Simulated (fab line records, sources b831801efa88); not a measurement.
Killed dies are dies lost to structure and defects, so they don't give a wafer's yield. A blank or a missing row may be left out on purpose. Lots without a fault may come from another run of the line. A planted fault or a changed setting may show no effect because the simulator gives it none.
One fault seen from 2 desks | flow gf180mcu | each desk has only its own numbers; what lay behind them comes last

THE TOOL OWNER'S DESK: rtp_anneal-02
The tool's own readings at GF_PSD_RTA_13 (time 20 s): means of the sampled wafers that have a number, for each lot that ran on this tool. A lot is out of limits, marked OUT, if its mean lies more than 4 standard deviations from the usual mean; the brackets give that distance.
Columns: A = lamp_power_pct at GF_PSD_RTA_13, usual 33 %; B = wafer_temp_C_max at GF_PSD_RTA_13, usual 1032.3
lot  | first seen here | A  | B
L500 | day 14 04:29    | 30 | 1034.0
L501 | day 14 16:23    | 30 | 1031.8
L502 | day 14 19:54    | 30 | 1033.2
L507 | day 16 10:26    | 30 | 1034.5
L511 | day 18 01:01    | 30 | 1031.4
L512 | day 18 14:10    | 32 | 1032.1
L513 | day 18 19:56    | 32 | 1032.7
L515 | day 19 08:17    | 32 | 1033.8
L522 | day 22 10:32    | 30 | 1033.1
L523 | day 22 23:08    | 30 | 1032.2
This desk's finding: nothing out of limits on any of the 10 lots.

THE METROLOGY DESK
What the gauges read, lot by lot, whatever tool the lot ran on: means of the sampled wafers that have a number. A lot is out of limits, marked OUT, if its mean lies more than 4 standard deviations from the usual mean; the brackets give that distance.
Columns: A = cd_nm at GF_HV_LDD_CD_MEAS_19, usual 400.3 nm; B = NSD_RS at GF_PSD_RS_MEAS_14, usual 46.15 ohm/sq; C = PSD_RS at GF_PSD_RS_MEAS_15, usual 108.62 ohm/sq; D = SAB_OVL at GF_SAB_OVL_MEAS_10, usual -0.4 nm
lot  | first seen here | A     | B               | C               | D
L500 | day 10 17:44    | 399.6 | 46.10           | 108.48          | -0.7
L501 | day 11 05:20    | 398.8 | 46.10           | 108.50          | -2.8
L502 | day 11 06:56    | 397.4 | 46.22           | 108.77          | 1.3
L503 | day 11 14:17    | 398.4 | 46.08           | 108.49          | 0.7
L507 | day 12 18:15    | 398.6 | 46.15           | 108.67          | -2.4
L508 | day 13 00:59    | 400.9 | 46.24           | 108.89          | 0.2
L511 | day 14 04:54    | 402.4 | 46.14           | 108.57          | -0.8
L512 | day 14 16:09    | 400.6 | 42.28 (-47) OUT | 97.90 (-38) OUT | -0.5
L513 | day 14 20:12    | 402.6 | 42.33 (-46) OUT | 97.45 (-40) OUT | -0.4
L515 | day 15 08:59    | 400.8 | 42.16 (-48) OUT | 97.55 (-40) OUT | -0.5
L521 | day 18 02:49    | 401.8 | 46.19           | 108.84          | -0.1
L522 | day 18 06:31    | 400.6 | 46.18           | 108.48          | -0.5
L523 | day 18 17:42    | 403.3 | 46.05           | 108.37          | -1.6
This desk's finding: out of limits on L512, L513, L515; first on L512, day 18 14:15 (NSD_RS at GF_PSD_RS_MEAS_14). In limits: L500, L501, L502, L503, L507, L508, L511, L521, L522, L523.

PUT TOGETHER
The metrology desk could have raised an alarm at day 18 14:15, on L512, L513, L515.
The tool owner's desk saw nothing out of limits.
The tool owner's desk has L512, L513, L515 on record, within its limits.
Of the lots named, all ran GF_PSD_RTA_13 on rtp_anneal-02.

WHAT THE SIMULATOR HAD PUT IN
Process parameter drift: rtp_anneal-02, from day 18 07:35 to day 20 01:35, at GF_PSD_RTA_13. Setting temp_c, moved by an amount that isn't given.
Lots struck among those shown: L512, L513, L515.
Hours from the fault's start to each desk's first reading out of limits: the metrology desk, 7.
